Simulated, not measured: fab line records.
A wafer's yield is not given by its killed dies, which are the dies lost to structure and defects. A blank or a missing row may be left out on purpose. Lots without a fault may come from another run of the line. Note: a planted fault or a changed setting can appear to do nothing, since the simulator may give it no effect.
Comparing a struck lot with a sound one ; flow sky130 ; 23 steps out of a route of 708
Sound: the wafers L996.1, L996.3, L996.6. Wafers struck: L108.1, L108.2, L108.6. Last of all comes the cause.
Order at every step that has rows: each side's tool, ch and its chambers, its first start. Under that, the readings that differ: sound wafers ; struck wafers ; difference of the means ; sigmas: that difference in standard deviations of wafers without a fault.
alike: words and numbers the same on both sides, and readings whose means are apart by under 2 such deviations; not compared: readings that were withheld, readings missing a value for some wafer, numbers with overlapping values and no deviation given by the record, and bounds like >300 which may hide the same value.
The two part at a step that has a row with sigmas, a row that says differs or no value, or rows on one side only. Non-overlapping numbers with no deviation appear without sigmas and do not part them. A reading missing from all wafers of one side parts the sides only when that side holds two or more wafers.

first, 4 steps without rows for these wafers: SKY_VT_ADJUST_PCH_SOFTBAKE_03; SKY_VT_ADJUST_PCH_EXPOSE_04 (exposes mask NWM, target cd 840 nm); SKY_VT_ADJUST_PCH_PEB_05; SKY_VT_ADJUST_PCH_DEVELOP_06 (develop time 60 s).
SKY_VT_ADJUST_PCH_OVL_MEAS_07:
  struck on overlay-01, day 14 15:52; sound on overlay-01, day 11 00:29
  alike: VT_ADJUST_PCH_OVL
after that, 1 step had no rows for these wafers: SKY_VT_ADJUST_PCH_IMPLANT_08.
SKY_VT_ADJUST_PCH_STRIP_09: strips in O2/N2.
  sound on plasma asher-02 ch 0, day 11 00:40; struck on plasma asher-04 ch 0,1, day 14 16:03
  alike: drypump motor current A, oes product au, strip time to endpoint s
  not compared: rf hours counter h
SKY_VT_ADJUST_PCH_TW_MEAS_10:
  struck on film metro-03, day 14 16:09; sound on film metro-02, day 11 00:46
  alike: VT_ADJUST_PCH_TW
then, 4 steps without rows for these wafers: SKY_SONOS_TUNNEL_DEHYDRATE_00 (time 60 s); SKY_SONOS_TUNNEL_HMDS_01 (prime time 60 s); SKY_SONOS_TUNNEL_COAT_02 (resist thk 1140 nm); SKY_SONOS_TUNNEL_SOFTBAKE_03 (time 60 s).
SKY_SONOS_TUNNEL_EXPOSE_04: exposes mask TUNM, target cd 410 nm.
  sound on iline stepper-01 ch 0, day 11 13:13; struck on iline stepper-02 ch 0, day 15 05:43
reading;sound;struck;difference;sigmas
mask;TUNM#0 TUNM#0 TUNM#0;NWM#0 NWM#0 NWM#0;differs;
then, 2 steps without rows for these wafers: SKY_SONOS_TUNNEL_PEB_05; SKY_SONOS_TUNNEL_DEVELOP_06 (develop time 60 s).
SKY_SONOS_TUNNEL_CD_MEAS_07 targets a cd of 410 nm.
  struck on cd sem-01, day 15 17:59; sound on cd sem-02, day 12 00:55
reading;sound;struck;difference;sigmas
cd nm (nm);406.7 408.0 406.6;- - -;no value on the struck wafers;
SKY_SONOS_TUNNEL_OVL_MEAS_08:
  struck on overlay-01, day 15 18:06; sound on overlay-02, day 12 01:02
reading;sound;struck;difference;sigmas
SONOS_TUNNEL_OVL (nm);-1.6 -3.8 -2.1;- - -;no value on the struck wafers;
then, 3 steps without rows for these wafers: SKY_SONOS_TUNNEL_IMPLANT_09; SKY_SONOS_TUNNEL_WET_ETCH_10 (etches SiO2 in dHF, target depth 14 nm, time 280 s); SKY_SONOS_TUNNEL_STRIP_11 (strips in SPM, time 600 s).
SKY_SONOS_TUNNEL_TW_MEAS_12:
  struck on film metro-04, day 15 18:33; sound on film metro-03, day 12 01:29
reading;sound;struck;difference;sigmas
SONOS_TUNNEL_TW;196.2 196.1 196.1;30.2 30.2 30.4;-165.9;-98
then, 1 step without rows for these wafers: SKY_SONOS_TUNNEL_CLEAN_13 (cleans in dHF, time 20 s).
SKY_PAD_OPEN_PROBE_99:
  rows exist in the record for the sound wafers here (prober-02, day 46 09:10), none for the struck ones

== WHERE THEY PART ==
Earliest at SKY_SONOS_TUNNEL_EXPOSE_04; latest, in this record, at SKY_PAD_OPEN_PROBE_99.

WHY: what had been put in by the simulator
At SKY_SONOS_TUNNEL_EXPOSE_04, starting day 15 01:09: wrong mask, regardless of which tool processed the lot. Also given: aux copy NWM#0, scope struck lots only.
